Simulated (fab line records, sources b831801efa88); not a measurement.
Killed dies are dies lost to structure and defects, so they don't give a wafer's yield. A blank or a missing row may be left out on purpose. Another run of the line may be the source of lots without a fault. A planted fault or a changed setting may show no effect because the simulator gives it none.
Which tool is to blame? / flow sky130 / Sampling: 11 lots, 33 wafers, 5 of 708 route steps

== WHAT EACH GAUGE READ, for each wafer ==
SKY_SD_N_CD_MEAS_07: the cd target is 380 nm.
lot=L451; measured=day 28 17:12; on=cd-sem-02; cd-nm (nm)=380.6 378.3 378.2
lot=L453; measured=day 29 03:06; on=cd-sem-01; cd-nm (nm)=382.2 379.2 380.6
lot=L455; measured=day 30 03:51; on=cd-sem-02; cd-nm (nm)=384.6 384.6 386.6
lot=L458; measured=day 30 23:30; on=cd-sem-01; cd-nm (nm)=379.4 380.3 378.7
lot=L463; measured=day 32 22:05; on=cd-sem-02; cd-nm (nm)=380.2 382.1 381.4
lot=L464; measured=day 33 06:53; on=cd-sem-02; cd-nm (nm)=379.9 380.7 380.3
lot=L465; measured=day 33 17:04; on=cd-sem-01; cd-nm (nm)=380.8 379.4 383.7
lot=L467; measured=day 34 05:59; on=cd-sem-02; cd-nm (nm)=378.2 378.8 378.4
lot=L468; measured=day 34 15:19; on=cd-sem-01; cd-nm (nm)=383.5 384.7 383.0
lot=L469; measured=day 35 01:23; on=cd-sem-02; cd-nm (nm)=375.6 377.9 374.6
lot=L471; measured=day 35 16:41; on=cd-sem-01; cd-nm (nm)=380.8 380.3 378.8

SKY_SD_N_TW_MEAS_12.
lot=L451; measured=day 28 17:46; on=film-metro-04; SD_N_TW=3924 3937 3936
lot=L453; measured=day 29 03:40; on=film-metro-02; SD_N_TW=4012 4027 4026
lot=L455; measured=day 30 04:25; on=film-metro-02; SD_N_TW=4029 4026 4003
lot=L458; measured=day 31 00:04; on=film-metro-02; SD_N_TW=3998 4012 3977
lot=L463; measured=day 32 22:38; on=film-metro-02; SD_N_TW=4014 4008 4024
lot=L464; measured=day 33 07:25; on=film-metro-02; SD_N_TW=4014 4025 4021
lot=L465; measured=day 33 17:36; on=film-metro-04; SD_N_TW=3942 3943 3953
lot=L467; measured=day 34 06:32; on=film-metro-03; SD_N_TW=3991 3969 3995
lot=L468; measured=day 34 15:51; on=film-metro-04; SD_N_TW=3912 3911 3913
lot=L469; measured=day 35 01:56; on=film-metro-02; SD_N_TW=4029 4062 4045
lot=L471; measured=day 35 17:14; on=film-metro-04; SD_N_TW=3937 3918 3956

SKY_CONTACT_THK_MEAS_01.
lot=L451; measured=day 31 06:54; on=film-metro-01; CONTACT_CVD_00_THK (nm)=73.1 75.7 75.8
lot=L453; measured=day 31 15:00; on=film-metro-02; CONTACT_CVD_00_THK (nm)=74.2 74.8 75.7
lot=L455; measured=day 32 15:08; on=film-metro-01; CONTACT_CVD_00_THK (nm)=76.3 128.4 130.3
lot=L458; measured=day 33 09:47; on=film-metro-04; CONTACT_CVD_00_THK (nm)=127.1 75.0 76.4
lot=L463; measured=day 35 07:23; on=film-metro-01; CONTACT_CVD_00_THK (nm)=74.1 73.3 74.6
lot=L464; measured=day 35 16:00; on=film-metro-01; CONTACT_CVD_00_THK (nm)=75.6 76.1 77.2
lot=L465; measured=day 36 02:38; on=film-metro-02; CONTACT_CVD_00_THK (nm)=75.0 76.0 76.1
lot=L467; measured=day 36 16:16; on=film-metro-01; CONTACT_CVD_00_THK (nm)=75.4 76.1 76.6
lot=L468; measured=day 37 00:02; on=film-metro-01; CONTACT_CVD_00_THK (nm)=74.2 75.2 75.2
lot=L469; measured=day 37 10:31; on=film-metro-04; CONTACT_CVD_00_THK (nm)=74.1 76.0 75.3
lot=L471; measured=day 38 01:17; on=film-metro-01; CONTACT_CVD_00_THK (nm)=75.2 75.6 74.7

== TOOL THAT RAN EACH LOT (tool first, then ch and the chambers of the sampled wafers, then the start) ==
lot=L451; SKY_LOCAL_INTERCONNECT_STRIP_15=plasma-asher-04 ch 0,1, day 31 06:17; SKY_CONTACT_CVD_00=pecvd-03 ch 0,2, day 31 06:52
lot=L453; SKY_LOCAL_INTERCONNECT_STRIP_15=plasma-asher-04 ch 0, day 31 14:22; SKY_CONTACT_CVD_00=pecvd-01 ch 0,1, day 31 14:58
lot=L455; SKY_LOCAL_INTERCONNECT_STRIP_15=plasma-asher-04 ch 0,1, day 32 14:28; SKY_CONTACT_CVD_00=pecvd-03 ch 0,2, day 32 15:06
lot=L458; SKY_LOCAL_INTERCONNECT_STRIP_15=plasma-asher-02 ch 0,1, day 33 09:09; SKY_CONTACT_CVD_00=pecvd-03 ch 0,2, day 33 09:44
lot=L463; SKY_LOCAL_INTERCONNECT_STRIP_15=plasma-asher-02 ch 0,1, day 35 06:46; SKY_CONTACT_CVD_00=pecvd-01 ch 0,1,2, day 35 07:21
lot=L464; SKY_LOCAL_INTERCONNECT_STRIP_15=plasma-asher-03 ch 0,1, day 35 15:20; SKY_CONTACT_CVD_00=pecvd-04 ch 1,2, day 35 15:57
lot=L465; SKY_LOCAL_INTERCONNECT_STRIP_15=plasma-asher-03 ch 0,1, day 36 01:53; SKY_CONTACT_CVD_00=pecvd-03 ch 0,2, day 36 02:34
lot=L467; SKY_LOCAL_INTERCONNECT_STRIP_15=plasma-asher-04 ch 0,1, day 36 15:11; SKY_CONTACT_CVD_00=pecvd-04 ch 0,1, day 36 16:13
lot=L468; SKY_LOCAL_INTERCONNECT_STRIP_15=plasma-asher-02 ch 0,1, day 36 23:25; SKY_CONTACT_CVD_00=pecvd-04 ch 0,2, day 37 00:00
lot=L469; SKY_LOCAL_INTERCONNECT_STRIP_15=plasma-asher-04 ch 0,1, day 37 09:54; SKY_CONTACT_CVD_00=pecvd-03 ch 0,1, day 37 10:29
lot=L471; SKY_LOCAL_INTERCONNECT_STRIP_15=plasma-asher-02 ch 0,1, day 38 00:40; SKY_CONTACT_CVD_00=pecvd-03 ch 0,1,2, day 38 01:16
- SKY_LOCAL_INTERCONNECT_STRIP_15: strips in O2/N2.
- SKY_CONTACT_CVD_00: deposits Si3N4, target thk 75 nm.

== WHAT THE TOOLS THEMSELVES READ (means of the sampled wafers that have a number; where no wafer has one, the mark that the record gives instead) ==
SKY_LOCAL_INTERCONNECT_STRIP_15.
lot=L451; tool=plasma-asher-04; drypump-motor-current-A (A)=6.2; oes-product-au (a.u.)=0.425; strip-time-to-endpoint-s (s)=4.724
lot=L453; tool=plasma-asher-04; drypump-motor-current-A (A)=6.6; oes-product-au (a.u.)=0.422; strip-time-to-endpoint-s (s)=4.697
lot=L455; tool=plasma-asher-04; drypump-motor-current-A (A)=5.9; oes-product-au (a.u.)=0.423; strip-time-to-endpoint-s (s)=4.694
lot=L458; tool=plasma-asher-02; drypump-motor-current-A (A)=5.8; oes-product-au (a.u.)=0.424; strip-time-to-endpoint-s (s)=4.713
lot=L463; tool=plasma-asher-02; drypump-motor-current-A (A)=5.3; oes-product-au (a.u.)=0.427; strip-time-to-endpoint-s (s)=4.742
lot=L464; tool=plasma-asher-03; drypump-motor-current-A (A)=5.3; oes-product-au (a.u.)=0.430; strip-time-to-endpoint-s (s)=4.722
lot=L465; tool=plasma-asher-03; drypump-motor-current-A (A)=5.3; oes-product-au (a.u.)=0.427; strip-time-to-endpoint-s (s)=4.719
lot=L467; tool=plasma-asher-04; drypump-motor-current-A (A)=6.2; oes-product-au (a.u.)=0.426; strip-time-to-endpoint-s (s)=4.742
lot=L468; tool=plasma-asher-02; drypump-motor-current-A (A)=5.8; oes-product-au (a.u.)=0.425; strip-time-to-endpoint-s (s)=4.733
lot=L469; tool=plasma-asher-04; drypump-motor-current-A (A)=5.8; oes-product-au (a.u.)=0.430; strip-time-to-endpoint-s (s)=4.724
lot=L471; tool=plasma-asher-02; drypump-motor-current-A (A)=5.3; oes-product-au (a.u.)=0.425; strip-time-to-endpoint-s (s)=4.759

SKY_CONTACT_CVD_00.
lot=L451; tool=pecvd-03; heater-power-w (W)=983
lot=L453; tool=pecvd-01; heater-power-w (W)=761
lot=L455; tool=pecvd-03; heater-power-w (W)=878
lot=L458; tool=pecvd-03; heater-power-w (W)=1029
lot=L463; tool=pecvd-01; heater-power-w (W)=734
lot=L464; tool=pecvd-04; heater-power-w (W)=866
lot=L465; tool=pecvd-03; heater-power-w (W)=980
lot=L467; tool=pecvd-04; heater-power-w (W)=794
lot=L468; tool=pecvd-04; heater-power-w (W)=604
lot=L469; tool=pecvd-03; heater-power-w (W)=740
lot=L471; tool=pecvd-03; heater-power-w (W)=789

== THE ANSWER, worked out from the rows above alone ==
Rule: usual is defined by the lots themselves. Put in order of their means at a reading, lots are off if they are a third of the lots or fewer, leave a main group of 4 or more, and stand apart from it by a gap of 3 or more times the standard deviation of the main group's means; of several such gaps the widest counts. A main group is skipped when, at the precision printed for the reading in the tables above, its means are all equal. Also off: a lot with no number at a reading for which 4 or more lots have one. The other lots that the step has rows for count as sound. The gauges are gone through in route order, then the tools' own readings, and for those a lot's mean is taken as printed above. At the first step where some lot is off, the reading lying furthest off is the one used; lots without a number count as furthest.
Off: L455, L458, at SKY_CONTACT_THK_MEAS_01 (CONTACT_CVD_00_THK). For the main group the mean is 75.2 nm and the standard deviation 0.66.
A tool fits if, at a process step before that reading, it ran every lot that is off, and no sound lot after the first of them. Gauges at SKY_CONTACT_THK_MEAS_01: tried the same way as those tools. None of those tried fits.

== WHAT THE SIMULATOR HAD PUT IN ==
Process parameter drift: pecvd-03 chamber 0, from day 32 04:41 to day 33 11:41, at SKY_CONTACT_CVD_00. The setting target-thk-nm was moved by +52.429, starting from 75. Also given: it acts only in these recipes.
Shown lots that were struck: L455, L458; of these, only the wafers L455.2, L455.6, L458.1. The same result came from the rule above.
